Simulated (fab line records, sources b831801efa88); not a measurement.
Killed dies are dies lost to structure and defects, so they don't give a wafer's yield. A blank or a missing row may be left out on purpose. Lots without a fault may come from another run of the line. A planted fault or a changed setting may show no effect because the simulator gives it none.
Which tool did it? | flow sky130 | 14 lots, 42 wafers sampled, at 3 steps of a route of 708

WHAT THE GAUGES READ, wafer by wafer
SKY_VIA3_OVL_MEAS_13.
lot  | measured     | on         | VIA3_OVL (nm)
L593 | day 40 03:45 | overlay-02 | 1 4 6
L595 | day 40 16:39 | overlay-02 | 0 3 5
L594 | day 40 22:16 | overlay-02 | -6 -2 1
L596 | day 41 01:35 | overlay-01 | 8 7 -3
L598 | day 41 13:09 | overlay-01 | 0 -3 -3
L599 | day 41 15:44 | overlay-02 | 8 8 4
L600 | day 41 18:40 | overlay-01 | 4 5 8
L602 | day 42 10:05 | overlay-02 | -5 -3 7
L603 | day 42 15:44 | overlay-01 | - - -
L604 | day 42 18:32 | overlay-01 | - - -
L608 | day 43 20:45 | overlay-02 | 9 8 2
L613 | day 45 10:28 | overlay-01 | -3 2 1
L614 | day 45 11:23 | overlay-02 | -2 2 -2
L615 | day 45 17:11 | overlay-01 | 3 6 11

WHICH TOOL RAN EACH LOT (tool, then ch and the chambers of the sampled wafers, then the start)
lot  | SKY_VIA3_CMP_02               | SKY_VIA3_DEVELOP_11
L593 | cmp-01 ch 0,1,2, day 39 02:59 | litho_track-03 ch 0, day 40 03:00
L595 | cmp-01 ch 0,1,3, day 39 16:23 | litho_track-03 ch 0, day 40 16:00
L594 | cmp-01 ch 0,2,3, day 39 21:39 | litho_track-04 ch 0, day 40 21:00
L596 | cmp-01 ch 1,3, day 40 01:06   | litho_track-04 ch 0, day 41 01:00
L598 | cmp-01 ch 0,1,2, day 40 12:38 | litho_track-03 ch 0, day 41 12:00
L599 | cmp-01 ch 0,1,2, day 40 15:28 | litho_track-01 ch 0, day 41 15:00
L600 | cmp-02 ch 0,1,3, day 40 18:55 | litho_track-03 ch 0, day 41 18:00
L602 | cmp-01 ch 0,1,3, day 41 10:01 | litho_track-01 ch 0, day 42 09:00
L603 | cmp-02 ch 2,3, day 41 15:16   | litho_track-04, day 42 15:00
L604 | cmp-02 ch 1,2,3, day 41 18:32 | litho_track-04, day 42 18:00
L608 | cmp-02 ch 1,3, day 42 21:11   | litho_track-03 ch 0, day 43 20:00
L613 | cmp-02 ch 0,1,3, day 44 12:10 | litho_track-04 ch 0, day 45 10:00
L614 | cmp-01 ch 1,2, day 44 12:55   | litho_track-01 ch 0, day 45 11:00
L615 | cmp-02 ch 1,2,3, day 44 18:26 | litho_track-04 ch 0, day 45 16:00
- SKY_VIA3_CMP_02: polishes SiO2.
- SKY_VIA3_DEVELOP_11: develop time 60 s.

WHAT THE TOOLS THEMSELVES READ (means of the sampled wafers that have a number; where no wafer has one, the mark that the record gives instead)
SKY_VIA3_CMP_02.
lot  | tool   | motor_current_A (A)
L593 | cmp-01 | 11.8
L595 | cmp-01 | 11.6
L594 | cmp-01 | 11.8
L596 | cmp-01 | 12.3
L598 | cmp-01 | 12.0
L599 | cmp-01 | 11.7
L600 | cmp-02 | 11.2
L602 | cmp-01 | 11.5
L603 | cmp-02 | 11.2
L604 | cmp-02 | 11.2
L608 | cmp-02 | 11.6
L613 | cmp-02 | 11.3
L614 | cmp-01 | 12.6
L615 | cmp-02 | 11.5

SKY_VIA3_DEVELOP_11.
lot  | tool           | chill_plate_temp_C (C)
L593 | litho_track-03 | 23.15
L595 | litho_track-03 | 23.00
L594 | litho_track-04 | 22.99
L596 | litho_track-04 | 22.93
L598 | litho_track-03 | 22.95
L599 | litho_track-01 | 23.02
L600 | litho_track-03 | 22.94
L602 | litho_track-01 | 22.96
L603 | litho_track-04 | -
L604 | litho_track-04 | -
L608 | litho_track-03 | 23.02
L613 | litho_track-04 | 23.05
L614 | litho_track-01 | 22.98
L615 | litho_track-04 | 23.07

THE ANSWER, worked out from the rows above alone
Rule: what is usual is taken from the lots themselves. Put in order of their means at a reading, lots are off if they are a third of the lots or fewer, leave a main group of 4 or more, and stand apart from it by a gap of 3 or more times the standard deviation of the main group's means; of several such gaps the widest counts. A main group whose means are all the same, to the digits that the tables above print for the reading, isn't used. A lot without any number at a reading at which 4 lots or more have one is off too. The other lots that the step has rows for count as sound. The gauges are gone through in route order, then the tools' own readings, and for those a lot's mean is taken as printed above. The first step at which some lot is off is used, and at that step the reading that is off furthest; a lot without a number counts as furthest.
Off: L603, L604, at SKY_VIA3_OVL_MEAS_13 (VIA3_OVL). Without a number there: L603, L604. The main group: mean 3 nm, standard deviation 3.3.
A tool fits if, at a process step before that reading, it ran every lot that is off, and no sound lot after the first of them. The gauges at SKY_VIA3_OVL_MEAS_13 aren't tried: what is off there is off at SKY_VIA3_DEVELOP_11 too, on other tools, and a gauge's error can't cause that. None of those tried fits.

WHAT THE SIMULATOR HAD PUT IN
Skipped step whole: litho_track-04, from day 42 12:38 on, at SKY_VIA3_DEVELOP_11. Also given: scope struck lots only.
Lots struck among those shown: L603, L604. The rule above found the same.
